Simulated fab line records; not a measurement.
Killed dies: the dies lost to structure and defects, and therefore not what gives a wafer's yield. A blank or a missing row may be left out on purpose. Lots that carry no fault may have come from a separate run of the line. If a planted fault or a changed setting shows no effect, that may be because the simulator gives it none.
fab line records	flow sky130	part 1 of 2: steps 1 to 28 of 41
record: lots: 5	wafers: 15	lastDay: 50
route steps=708 shown POLY_GATE@205 RES_PROTECT@206 LDD_N@237
lots with no fault: from the same line, run without faults
startH: hours from the record's first day to the start of the lot's first wafer shown	waitH: hours from the lot's prior step to this one	" same as the row above	L1.1+2: one row covering several wafers at once	- value missing, or start not given	* or withheld: withheld	< > ~ a bound
route shown NAME@n: names a module that has steps shown in the file, with the first one's number in the route	usual: the fault-free wafers' mean and standard deviation	same: alike in all rows	chamber/n: place in a boat	sites: readings site by site	_std_site: the values' standard deviation	_edge_site: inner sites' mean taken away from outer sites' mean	radiusMm: for every site, how far away it sits from the centre of the wafer	mask NAME#n: copy n	behind: the last tool/chamber to shape the wafer	hold: reason for holding the lot/hours on hold/outcome of the hold	device: the n, p or np transistor that did not switch	end of line: the tests these same wafers got at the end of their route	a step without rows: its recipe alone	killed: the dies lost at the first sort to structure and to defects; this is not the yield of the wafer	map: per-die view of a wafer (x killed, . not killed, _ where there is no die)
set.NAME: setting as actually run; set.NAME@STEP: the setting as run at that earlier step	model.NAME: the simulator's own value behind a step, which no gauge read
lots seen at some steps along the route; tables by step, rows by wafer
services: the hour from which a tool's chamber was out of use, counted from the record's first day as startH (under 0 if before that day), plus the number of hours and why
== steps ==
step: SKY_POLY_GATE_THK_MEAS_01
recipe: reads: poly-Si_of_POLY_GATE_CVD_00
usual: POLY_GATE_CVD_00_THK: 180.3/1.3
lot.wafer	tool	chamber	startH	waitH	POLY_GATE_CVD_00_THK[nm]
L074.1	filmMetro-03	-	316.61	0.0	179.8
L074.5	"	-	"	"	181.4
L074.6	"	-	"	"	179.6
L087.1	filmMetro-04	-	438.25	0.0	181.7
L087.3	"	-	"	"	180.8
L087.5	"	-	"	"	180.3
L089.2	filmMetro-04	-	449.57	0.0	180.3
L089.4	"	-	"	"	180.5
L089.5	"	-	"	"	180.5
L093.1	filmMetro-02	-	480.55	0.0	180.0
L093.2	"	-	"	"	180.0
L093.6	"	-	"	"	178.8
L095.2	filmMetro-02	-	491.37	0.0	178.8
L095.3	"	-	"	"	179.2
L095.4	"	-	"	"	180.0
step: SKY_RES_PROTECT_DEHYDRATE_00
recipe: tempC: 200	timeS: 60
usual: heaterPowerTotalW: 160.38/0.12
lot.wafer	tool	chamber	startH	waitH	heaterPowerTotalW
L074.1	lithoTrack-01	0	329.09	12.5	160.20
L074.5	"	0	"	"	160.45
L074.6	"	0	"	"	160.26
L087.1	lithoTrack-02	0	453.89	15.6	160.22
L087.3	"	0	"	"	160.32
L087.5	"	0	"	"	160.34
L089.2	lithoTrack-01	0	465.16	15.6	160.66
L089.4	"	0	"	"	160.30
L089.5	"	0	"	"	160.47
L093.1	lithoTrack-01	0	495.84	15.3	160.13
L093.2	"	0	"	"	160.50
L093.6	"	0	"	"	160.28
L095.2	lithoTrack-01	0	506.11	14.7	160.53
L095.3	"	0	"	"	160.36
L095.4	"	0	"	"	160.30
step: SKY_RES_PROTECT_HMDS_01
recipe: primeTimeS: 60	primeTempC: 120
lot.wafer	tool	chamber	startH	waitH
L074.1+5+6	lithoTrack-01	0	329.24	0.1
L087.1+3+5	lithoTrack-02	0	454.04	0.1
L089.2+4+5	lithoTrack-01	0	465.31	0.1
L093.1+2+6	lithoTrack-01	0	495.99	0.1
L095.2+3+4	lithoTrack-01	0	506.26	0.1
step: SKY_RES_PROTECT_COAT_02
recipe: resist: NOVOLAK	spinRpm: 3000	resistThkNm: 1140
lot.wafer	tool	chamber	startH	waitH
L074.1+5+6	lithoTrack-01	0	329.39	0.1
L087.1+3+5	lithoTrack-02	0	454.19	0.1
L089.2+4+5	lithoTrack-01	0	465.46	0.1
L093.1+2+6	lithoTrack-01	0	496.14	0.1
L095.2+3+4	lithoTrack-01	0	506.41	0.1
step: SKY_RES_PROTECT_SOFTBAKE_03
recipe: tempC: 90	timeS: 60	resist: NOVOLAK
usual: heaterPowerTotalW: 56.59/0.045
lot.wafer	tool	chamber	startH	waitH	heaterPowerTotalW
L074.1	lithoTrack-01	0	329.54	0.1	56.67
L074.5	"	0	"	"	56.56
L074.6	"	0	"	"	56.61
L087.1	lithoTrack-02	0	454.34	0.1	56.52
L087.3	"	0	"	"	56.59
L087.5	"	0	"	"	56.57
L089.2	lithoTrack-01	0	465.61	0.1	56.60
L089.4	"	0	"	"	56.56
L089.5	"	0	"	"	56.47
L093.1	lithoTrack-01	0	496.29	0.1	56.63
L093.2	"	0	"	"	56.66
L093.6	"	0	"	"	56.58
L095.2	lithoTrack-01	0	506.56	0.1	56.65
L095.3	"	0	"	"	56.57
L095.4	"	0	"	"	56.59
step: SKY_RES_PROTECT_EXPOSE_04
recipe: maskId: RPM	na: 0.6	sourceShape: conventional	sigmaOuter: 0.6	polarization: unpolarized	targetCdNm: 1270	doseMj: 131
lot.wafer	tool	chamber	startH	waitH	mask
L074.1+5+6	ilineStepper-01	0	-	-	RPM#0
L087.1+3+5	ilineStepper-01	0	-	-	RPM#0
L089.2+4+5	ilineStepper-01	0	-	-	RPM#0
L093.1+2+6	ilineStepper-02	0	-	-	RPM#0
L095.2+3+4	ilineStepper-01	0	-	-	RPM#0
step: SKY_RES_PROTECT_PEB_05
recipe: tempC: withheld	timeS: *	resist: NOVOLAK
lot.wafer	tool	chamber	startH	waitH
L074.1+5+6	lithoTrack-01	0	-	-
L087.1+3+5	lithoTrack-02	0	-	-
L089.2+4+5	lithoTrack-01	0	-	-
L093.1+2+6	lithoTrack-02	0	-	-
L095.2+3+4	lithoTrack-01	0	-	-
step: SKY_RES_PROTECT_DEVELOP_06
recipe: resist: NOVOLAK	developer: TMAH	developTimeS: 60	devTempC: 23
lot.wafer	tool	chamber	startH	waitH
L074.1+5+6	lithoTrack-01	0	342.74	0.1
L087.1+3+5	lithoTrack-02	0	469.04	0.1
L089.2+4+5	lithoTrack-01	0	480.51	0.1
L093.1+2+6	lithoTrack-02	0	511.84	0.1
L095.2+3+4	lithoTrack-01	0	522.06	0.1
step: SKY_POLY_GATE_IMPLANT_02
recipe: species: P	energyKev: 30	doseCm2: 7.7e+15	tiltDeg: 0
lot.wafer	tool	chamber	startH	waitH
L074.1+5+6	implanter-01	0	342.89	0.1
L087.1+3+5	implanter-04	0	469.19	0.1
L089.2+4+5	implanter-04	0	480.66	0.1
L093.1+2+6	implanter-01	0	511.99	0.1
L095.2+3+4	implanter-01	0	522.21	0.1
step: SKY_RES_PROTECT_STRIP_07
recipe: chemistry: O2/N2	powerW: 1400	pressureMtorr: 1500	platenTempC: withheld	o2FlowSccm: 3000	n2FlowSccm: 300	overashFraction: 0.5
usual: drypumpMotorCurrentA: 5.7/0.43	o2FlowSccm: 2999/8.5	oesProductAu: 0.518/0.0045	stripTimeToEndpointS: 23.31/0.038
lot.wafer	tool	chamber	startH	waitH	drypumpMotorCurrentA	o2FlowSccm	oesProductAu	rfHoursCounterH	stripTimeToEndpointS
L074.1	plasmaAsher-01	1	343.04	0.1	5.9	3006	0.519	21	23.24
L074.5	"	1	"	"	5.9	3006	0.517	-	23.27
L074.6	"	0	"	"	5.0	2994	0.523	-	23.28
L087.1	plasmaAsher-02	0	469.34	0.1	6.4	2991	0.523	60	23.28
L087.3	"	1	"	"	5.9	2999	0.518	-	23.28
L087.5	"	1	"	"	5.9	2990	0.521	-	23.24
L089.2	plasmaAsher-01	1	480.79	0.1	5.9	3014	0.513	34	23.28
L089.4	"	1	"	"	5.9	3004	0.516	-	23.30
L089.5	"	1	"	"	5.9	3002	0.519	-	23.29
L093.1	plasmaAsher-04	1	512.14	0.1	5.7	3012	0.520	86	23.24
L093.2	"	0	"	"	5.6	2995	0.514	86	23.26
L093.6	"	0	"	"	5.5	3006	0.518	-	23.29
L095.2	plasmaAsher-04	1	522.34	0.1	5.7	3006	0.518	87	23.31
L095.3	"	1	"	"	5.7	3008	0.525	-	23.32
L095.4	"	0	"	"	5.6	3000	0.517	-	23.31
step: SKY_RES_PROTECT_TW_MEAS_08
usual: POLY_GATE_TW: 4023/37
lot.wafer	tool	chamber	startH	waitH	POLY_GATE_TW
L074.1	filmMetro-01	-	343.14	0.1	3995
L074.5	"	-	"	"	4004
L074.6	"	-	"	"	3992
L087.1	filmMetro-01	-	469.44	0.1	4003
L087.3	"	-	"	"	4003
L087.5	"	-	"	"	4017
L089.2	filmMetro-01	-	480.90	0.1	4021
L089.4	"	-	"	"	4025
L089.5	"	-	"	"	4035
L093.1	filmMetro-01	-	512.24	0.1	3980
L093.2	"	-	"	"	3988
L093.6	"	-	"	"	3999
L095.2	filmMetro-02	-	522.45	0.1	3955
L095.3	"	-	"	"	4008
L095.4	"	-	"	"	3950
step: SKY_RES_PROTECT_CLEAN_09
recipe: chemistry: SC1/SC2	mix: 1:4:20	tempC: 70	timeS: 150	dry: n2Spin
usual: tempC: 69.96/0.13
lot.wafer	tool	chamber	startH	waitH	tempC
L074.1	wetBench-03	0	343.20	0.1	69.85
L074.5	"	0	"	"	69.94
L074.6	"	0	"	"	69.85
L087.1	wetBench-01	0	469.50	0.1	70.07
L087.3	"	0	"	"	70.04
L087.5	"	0	"	"	69.89
L089.2	wetBench-04	3	480.95	0.0	70.18
L089.4	"	3	"	"	70.03
L089.5	"	3	"	"	70.10
L093.1	wetBench-03	3	512.30	0.1	70.00
L093.2	"	3	"	"	69.93
L093.6	"	3	"	"	69.87
L095.2	wetBench-01	1	522.50	0.0	70.03
L095.3	"	1	"	"	70.15
L095.4	"	1	"	"	70.27
step: SKY_POLY_GATE_CVD_03
recipe: material: Si3N4	precursor: DCS/NH3	targetThkNm: 75	tempC: 770	timeS: 1290	pressureMtorr: 250
usual: zonePowerLowerPct: 11.7/0.36
lot.wafer	tool	chamber	startH	waitH	zonePowerLowerPct
L074.1	lpcvd-02	0	345.07	1.8	12.0
L074.5	"	0	"	"	12.0
L074.6	"	0	"	"	12.1
L087.1	lpcvd-02	0	470.02	0.4	11.9
L087.3	"	0	"	"	11.9
L087.5	"	0	"	"	11.9
L089.2	lpcvd-02	0	481.00	0.0	12.0
L089.4	"	0	"	"	12.0
L089.5	"	0	"	"	12.2
L093.1	lpcvd-02	1	513.14	0.8	11.4
L093.2	"	1	"	"	11.3
L093.6	"	1	"	"	11.3
L095.2	lpcvd-02	1	522.55	0.0	11.3
L095.3	"	1	"	"	11.7
L095.4	"	1	"	"	11.1
step: SKY_POLY_GATE_THK_MEAS_04
recipe: reads: Si3N4_of_POLY_GATE_CVD_03
usual: POLY_GATE_CVD_03_THK: 75.1/0.58
lot.wafer	tool	chamber	startH	waitH	POLY_GATE_CVD_03_THK[nm]
L074.1	filmMetro-03	-	346.43	0.0	74.4
L074.5	"	-	"	"	75.4
L074.6	"	-	"	"	75.5
L087.1	filmMetro-04	-	471.37	0.0	75.1
L087.3	"	-	"	"	74.8
L087.5	"	-	"	"	75.1
L089.2	filmMetro-02	-	482.36	0.0	74.7
L089.4	"	-	"	"	74.6
L089.5	"	-	"	"	74.7
L093.1	filmMetro-02	-	514.49	0.0	75.1
L093.2	"	-	"	"	75.1
L093.6	"	-	"	"	75.1
L095.2	filmMetro-04	-	523.91	0.0	74.9
L095.3	"	-	"	"	74.9
L095.4	"	-	"	"	74.7
step: SKY_POLY_GATE_DEHYDRATE_05
recipe: tempC: 200	timeS: 60
usual: heaterPowerTotalW: 160.37/0.12
lot.wafer	tool	chamber	startH	waitH	heaterPowerTotalW
L074.1	lithoTrack-02	0	359.24	12.8	160.52
L074.5	"	0	"	"	160.56
L074.6	"	0	"	"	160.18
L087.1	lithoTrack-02	0	486.34	15.0	160.50
L087.3	"	0	"	"	160.33
L087.5	"	0	"	"	160.29
L089.2	lithoTrack-04	0	497.44	15.1	160.41
L089.4	"	0	"	"	160.38
L089.5	"	0	"	"	160.35
L093.1	lithoTrack-02	0	528.89	14.4	160.45
L093.2	"	0	"	"	160.41
L093.6	"	0	"	"	160.42
L095.2	lithoTrack-02	0	538.16	14.2	160.47
L095.3	"	0	"	"	160.36
L095.4	"	0	"	"	160.51
step: SKY_POLY_GATE_HMDS_06
recipe: primeTimeS: 60	primeTempC: 120
lot.wafer	tool	chamber	startH	waitH
L074.1+5+6	lithoTrack-02	0	359.39	0.1
L087.1+3+5	lithoTrack-02	0	486.49	0.1
L089.2+4+5	lithoTrack-04	0	497.59	0.1
L093.1+2+6	lithoTrack-02	0	529.04	0.1
L095.2+3+4	lithoTrack-02	0	538.31	0.1
step: SKY_POLY_GATE_COAT_07
recipe: resist: BARC	tempC: withheld	timeS: withheld	spinRpm: 3000	resistThkNm: 110
lot.wafer	tool	chamber	startH	waitH
L074.1+5+6	lithoTrack-02	0	359.54	0.1
L087.1+3+5	lithoTrack-02	0	486.64	0.1
L089.2+4+5	lithoTrack-04	0	497.74	0.1
L093.1+2+6	lithoTrack-02	0	529.19	0.1
L095.2+3+4	lithoTrack-02	0	538.46	0.1
step: SKY_POLY_GATE_COAT_08
recipe: resist: KrF-thick	spinRpm: 3000	resistThkNm: 450
lot.wafer	tool	chamber	startH	waitH
L074.1+5+6	lithoTrack-02	0	-	-
L087.1+3+5	lithoTrack-02	0	-	-
L089.2+4+5	lithoTrack-04	0	-	-
L093.1+2+6	lithoTrack-02	0	-	-
L095.2+3+4	lithoTrack-02	0	-	-
step: SKY_POLY_GATE_SOFTBAKE_09
recipe: tempC: 100	timeS: 90	resist: KrF-thick
usual: heaterPowerTotalW: 57.36/0.12
lot.wafer	tool	chamber	startH	waitH	heaterPowerTotalW
L074.1	lithoTrack-02	0	-	-	57.41
L074.5	"	0	"	"	57.54
L074.6	"	0	"	"	57.36
L087.1	lithoTrack-02	0	-	-	57.60
L087.3	"	0	"	"	57.62
L087.5	"	0	"	"	57.20
L089.2	lithoTrack-04	0	-	-	57.35
L089.4	"	0	"	"	57.44
L089.5	"	0	"	"	57.15
L093.1	lithoTrack-02	0	-	-	57.46
L093.2	"	0	"	"	57.23
L093.6	"	0	"	"	57.27
L095.2	lithoTrack-02	0	-	-	57.54
L095.3	"	0	"	"	57.19
L095.4	"	0	"	"	57.37
step: SKY_POLY_GATE_EXPOSE_10
recipe: maskId: P1M	na: 0.68	sourceShape: conventional	sigmaOuter: 0.6	targetCdNm: 150	doseMj: 28
lot.wafer	tool	chamber	startH	waitH	mask
L074.1+5+6	krfScanner-01	0	-	-	P1M#0
L087.1+3+5	krfScanner-01	0	-	-	P1M#0
L089.2+4+5	krfScanner-01	0	-	-	P1M#0
L093.1+2+6	krfScanner-01	0	-	-	P1M#0
L095.2+3+4	krfScanner-02	0	-	-	P1M#0
step: SKY_POLY_GATE_PEB_11
recipe: pebTempC: withheld	pebTimeS: withheld	resist: KrF-thick
lot.wafer	tool	chamber	startH	waitH
L074.1+5+6	lithoTrack-04	0	-	-
L087.1+3+5	lithoTrack-02	0	-	-
L089.2+4+5	lithoTrack-03	0	-	-
L093.1+2+6	lithoTrack-04	0	-	-
L095.2+3+4	lithoTrack-04	0	-	-
step: SKY_POLY_GATE_DEVELOP_12
recipe: developTimeS: 60	resist: KrF-thick	devTempC: 21
lot.wafer	tool	chamber	startH	waitH
L074.1+5+6	lithoTrack-04	0	-	-
L087.1+3+5	lithoTrack-02	0	-	-
L089.2+4+5	lithoTrack-03	0	-	-
L093.1+2+6	lithoTrack-04	0	-	-
L095.2+3+4	lithoTrack-04	0	-	-
step: SKY_POLY_GATE_CD_MEAS_13
recipe: targetCdNm: 150
usual: cdNm: 149.9/1.3
lot.wafer	tool	chamber	startH	waitH	cdNm
L074.1	cdSem-01	-	373.37	-	147.6
L074.5	"	-	"	"	147.8
L074.6	"	-	"	"	147.6
L087.1	cdSem-02	-	502.44	-	151.7
L087.3	"	-	"	"	150.0
L087.5	"	-	"	"	150.4
L089.2	cdSem-02	-	513.24	-	150.0
L089.4	"	-	"	"	150.6
L089.5	"	-	"	"	150.4
L093.1	cdSem-02	-	544.72	-	149.3
L093.2	"	-	"	"	149.0
L093.6	"	-	"	"	147.9
L095.2	cdSem-02	-	554.49	-	147.9
L095.3	"	-	"	"	148.6
L095.4	"	-	"	"	148.4
step: SKY_POLY_GATE_OVL_MEAS_14
usual: POLY_GATE_OVL: -5/4.8
lot.wafer	tool	chamber	startH	waitH	POLY_GATE_OVL[nm]
L074.1	overlay-01	-	373.49	0.1	1
L074.5	"	-	"	"	2
L074.6	"	-	"	"	-9
L087.1	overlay-01	-	502.56	0.1	-6
L087.3	"	-	"	"	-6
L087.5	"	-	"	"	-3
L089.2	overlay-02	-	513.34	0.1	2
L089.4	"	-	"	"	-2
L089.5	"	-	"	"	5
L093.1	overlay-01	-	544.84	0.1	-9
L093.2	"	-	"	"	0
L093.6	"	-	"	"	-2
L095.2	overlay-02	-	554.59	0.1	-8
L095.3	"	-	"	"	-14
L095.4	"	-	"	"	-5
step: SKY_POLY_GATE_ETCH_15
recipe: chemistry: N2/H2	target: BARC	ionEnergyEv: 200	sourceW: 500	biasW: 100	pressureMtorr: 30	n2FlowSccm: 100	h2FlowSccm: 200	stopOn: SiO2	timeS: 118.5	targetDepthA: 1100
usual: drypumpMotorCurrentA: 5.8/0.46	oesProductAu: 0.716/0.0047	throttleValvePct: 13.213/0.0095
lot.wafer	tool	chamber	startH	waitH	drypumpMotorCurrentA	oesProductAu	rfHoursCounterH	throttleValvePct
L074.1	rieDiel-03	1	373.52	0.0	4.8	0.717	7	13.211
L074.5	"	3	"	"	6.0	0.721	-	13.218
L074.6	"	0	"	"	6.0	0.709	-	13.223
L087.1	rieDiel-02	0	502.59	0.0	5.8	0.721	7	13.219
L087.3	"	3	"	"	6.2	0.714	65	13.222
L087.5	"	0	"	"	5.8	0.708	-	13.228
L089.2	rieDiel-02	1	513.37	0.0	5.5	0.713	12	13.202
L089.4	"	2	"	"	5.9	0.705	84	13.233
L089.5	"	1	"	"	5.5	0.712	-	13.222
L093.1	rieDiel-02	0	544.87	0.0	5.8	0.718	8	13.222
L093.2	"	1	"	"	5.5	0.725	13	13.211
L093.6	"	1	"	"	5.5	0.717	-	13.213
L095.2	rieDiel-02	1	554.62	0.0	5.5	0.714	13	13.200
L095.3	"	0	"	"	5.8	0.719	9	13.195
L095.4	"	3	"	"	6.1	0.714	66	13.213
step: SKY_POLY_GATE_ETCH_16
recipe: stopOn: poly-Si	chemistry: CH3F/O2	target: Si3N4	sourceW: 400	biasW: 80	pressureMtorr: 25	ch3fFlowSccm: 40	O2_flow_sccm: 30	timeS: 147.5	targetDepthA: 750
usual: drypumpMotorCurrentA: 5.8/0.46	oesProductAu: 0.640/0.005	throttleValvePct: 10.535/0.0092
lot.wafer	tool	chamber	startH	waitH	drypumpMotorCurrentA	oesProductAu	rfHoursCounterH	throttleValvePct
L074.1	rieDiel-03	1	373.61	0.0	4.8	0.639	7	10.544
L074.5	"	3	"	"	6.0	0.642	-	10.541
L074.6	"	0	"	"	6.0	0.643	-	10.531
L087.1	rieDiel-02	0	502.68	0.0	5.8	0.638	7	10.543
L087.3	"	3	"	"	6.1	0.641	65	10.534
L087.5	"	0	"	"	5.8	0.639	-	10.539
L089.2	rieDiel-02	1	513.45	0.0	5.4	0.645	12	10.535
L089.4	"	2	"	"	5.9	0.633	84	10.535
L089.5	"	1	"	"	5.5	0.647	-	10.541
L093.1	rieDiel-02	0	544.95	0.0	5.8	0.636	8	10.525
L093.2	"	1	"	"	5.5	0.643	13	10.539
L093.6	"	1	"	"	5.5	0.645	-	10.523
L095.2	rieDiel-02	1	554.70	0.0	5.5	0.643	13	10.520
L095.3	"	0	"	"	5.8	0.633	9	10.539
L095.4	"	3	"	"	6.2	0.644	66	10.527
step: SKY_POLY_GATE_ETCH_17
recipe: targetDepthNm: 180	stopOn: SiO2	overEtchFrac: 0.56667	chemistry: HBr/Cl2	target: poly-Si	icpW: 400	biasW: 100	pressureMtorr: 10	HBr_flow_sccm: 150	Cl2_flow_sccm: 50	timeS: 70.5
usual: drypumpMotorCurrentA: 5.6/0.58	oesProductAu: 0.989/0.0067	throttleValvePct: 33.684/0.009
lot.wafer	tool	chamber	startH	waitH	drypumpMotorCurrentA	oesProductAu	rfHoursCounterH	throttleValvePct
L074.1	rieSi-01	0	373.70	0.0	5.6	1.004	2	33.688
L074.5	"	2	"	"	5.6	0.984	-	33.692
L074.6	"	3	"	"	6.0	0.986	-	33.678
L087.1	rieSi-01	1	502.78	0.0	6.0	0.987	4	33.678
L087.3	"	2	"	"	5.6	0.994	39	33.684
L087.5	"	0	"	"	5.6	0.986	-	33.697
L089.2	rieSi-02	2	513.55	0.0	5.3	0.980	1	33.684
L089.4	"	0	"	"	4.7	0.983	1	33.687
L089.5	"	2	"	"	5.4	0.981	-	33.678
L093.1	rieSi-02	3	545.05	0.0	6.7	1.001	0	33.669
L093.2	"	0	"	"	4.8	0.990	1	33.679
L093.6	"	3	"	"	6.7	0.990	-	33.695
L095.2	rieSi-02	0	554.80	0.0	4.7	0.990	1	33.678
L095.3	"	1	"	"	5.0	0.984	1	33.688
L095.4	"	3	"	"	6.7	0.996	1	33.699
step: SKY_POLY_GATE_STRIP_18
recipe: chemistry: O2/N2	powerW: 1400	pressureMtorr: 1500	platenTempC: withheld	o2FlowSccm: 3000	n2FlowSccm: 300	overashFraction: 0.5
usual: drypumpMotorCurrentA: 5.7/0.44	o2FlowSccm: 3000/7.9	oesProductAu: 0.361/0.0045	stripTimeToEndpointS: 3.16/0.034
lot.wafer	tool	chamber	startH	waitH	drypumpMotorCurrentA	o2FlowSccm	oesProductAu	rfHoursCounterH	stripTimeToEndpointS
L074.1	plasmaAsher-02	0	373.76	0.0	6.4	2994	0.359	51	3.12
L074.5	"	1	"	"	5.9	3011	0.362	-	3.15
L074.6	"	0	"	"	6.4	3001	0.366	-	3.15
L087.1	plasmaAsher-03	1	502.83	0.0	5.4	2984	0.361	7	3.18
L087.3	"	1	"	"	5.4	2997	0.375	-	3.27
L087.5	"	1	"	"	5.4	2998	0.357	-	3.22
L089.2	plasmaAsher-03	0	513.61	0.0	5.4	3004	0.359	8	3.15
L089.4	"	0	"	"	5.4	3005	0.360	-	3.17
L089.5	"	1	"	"	5.4	3009	0.358	-	3.14
L093.1	plasmaAsher-02	1	545.11	0.0	5.9	2999	0.356	68	3.16
L093.2	"	0	"	"	6.4	2992	0.361	68	3.13
L093.6	"	1	"	"	5.9	3013	0.366	-	3.13
L095.2	plasmaAsher-02	0	554.86	0.0	6.4	3006	0.359	69	3.16
L095.3	"	0	"	"	6.4	3006	0.360	-	3.17
L095.4	"	1	"	"	5.9	3001	0.364	-	3.22
